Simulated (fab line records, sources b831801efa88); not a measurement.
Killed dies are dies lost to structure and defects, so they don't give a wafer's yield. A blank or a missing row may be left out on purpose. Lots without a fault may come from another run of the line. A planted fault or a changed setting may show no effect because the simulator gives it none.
One fault seen from 2 desks | flow gf180mcu | each desk has only its own numbers; what lay behind them comes last

THE METROLOGY DESK
What the gauges read, lot by lot, whatever tool the lot ran on: means of the sampled wafers that have a number. A lot is out of limits, marked OUT, if its mean lies more than 4 standard deviations from the usual mean; the brackets give that distance.
Columns: A = INCOMING_BOW at GF_STI_BOW_MEAS_00, usual -1 um; B = SALICIDE_TIN_THK at GF_SALICIDE_THK_MEAS_05, usual 20.20 nm
lot  | first seen here | A  | B
L703 | day 1 15:01     | -1 | 20.63
L704 | day 1 20:00     | -1 | 19.93
L705 | day 2 01:00     | 4  | 20.08
L706 | day 2 06:01     | 1  | 20.10
L708 | day 2 16:00     | -0 | 20.40
L709 | day 2 21:00     | 4  | 20.23
L710 | day 3 02:00     | 4  | 20.04
L712 | day 3 12:00     | -0 | 20.56
L713 | day 3 17:01     | -1 | 19.88
L714 | day 3 22:01     | -8 | 19.95
L715 | day 4 03:02     | 1  | 20.08
L716 | day 4 08:00     | 1  | 20.16
L717 | day 4 13:04     | -3 | 20.23
L725 | day 6 05:00     | 5  | 20.42
This desk's finding: nothing out of limits on any of the 14 lots.

THE TOOL OWNER'S DESK: furnace-01
The tool's own readings at GF_DUAL_GATE_OXIDATION_02 (stabilise 600 s, purge 300 s, target thk 10.887 nm): means of the sampled wafers that have a number, for each lot that ran on this tool. A lot is out of limits, marked OUT, if its mean lies more than 4 standard deviations from the usual mean; the brackets give that distance.
Columns: A = spike_tc_centre_C at GF_DUAL_GATE_OXIDATION_02, usual 900.5 C; B = tube_center_temp_C at GF_DUAL_GATE_OXIDATION_02, usual 900.01 C; C = tube_center_temp_C_max at GF_DUAL_GATE_OXIDATION_02, usual 902.3; D = zone_power_bottom_pct at GF_DUAL_GATE_OXIDATION_02, usual 28.0 %; E = zone_power_lower_pct at GF_DUAL_GATE_OXIDATION_02, usual 18.7 %
lot  | first seen here | A     | B                | C                | D    | E
L703 | day 7 22:31     | 900.3 | 899.98           | 902.6            | 28.0 | 19.1
L705 | day 8 19:28     | 900.5 | 900.06           | 901.9            | 28.2 | 19.1
L706 | day 8 21:13     | 900.1 | 899.97           | 902.3            | 27.8 | 19.2
L708 | day 9 18:16     | 901.0 | 899.97           | 902.0            | 27.9 | 19.4
L709 | day 9 18:16     | 900.3 | 899.96           | 902.5            | 28.0 | 19.2
L710 | day 9 21:07     | 899.5 | 900.02           | 901.8            | 27.7 | 19.1
L712 | day 10 11:32    | 899.4 | 900.07           | 902.5            | 28.0 | 19.2
L713 | day 10 21:14    | 900.6 | 900.02           | 902.0            | 28.1 | 19.1
L715 | day 11 11:59    | 899.2 | 898.18 (-26) OUT | 900.8 (-4.1) OUT | 27.8 | 19.0
L716 | day 11 18:00    | 898.5 | 898.09 (-27) OUT | 900.3 (-5.3) OUT | 28.0 | 19.1
L717 | day 11 23:06    | 898.5 | 898.06 (-27) OUT | 900.6 (-4.7) OUT | 27.7 | 19.4
L725 | day 14 13:22    | 900.3 | 900.05           | 902.1            | 28.0 | 19.2
This desk's finding: out of limits on L715, L716, L717; first on L715, day 11 11:59 (tube_center_temp_C at GF_DUAL_GATE_OXIDATION_02). In limits: L703, L705, L706, L708, L709, L710, L712, L713, L725.

PUT TOGETHER
The tool owner's desk could have raised an alarm at day 11 11:59, on L715, L716, L717.
The metrology desk saw nothing out of limits.
The metrology desk has L715, L716, L717 on record, within its limits.
Of the lots named, all ran GF_DUAL_GATE_OXIDATION_02 on furnace-01.

WHAT THE SIMULATOR HAD PUT IN
Process parameter drift: furnace-01, from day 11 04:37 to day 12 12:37, at GF_DUAL_GATE_OXIDATION_02. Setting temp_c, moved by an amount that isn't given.
Lots struck among those shown: L715, L716, L717.
Hours from the fault's start to each desk's first reading out of limits: the tool owner's desk, 7.
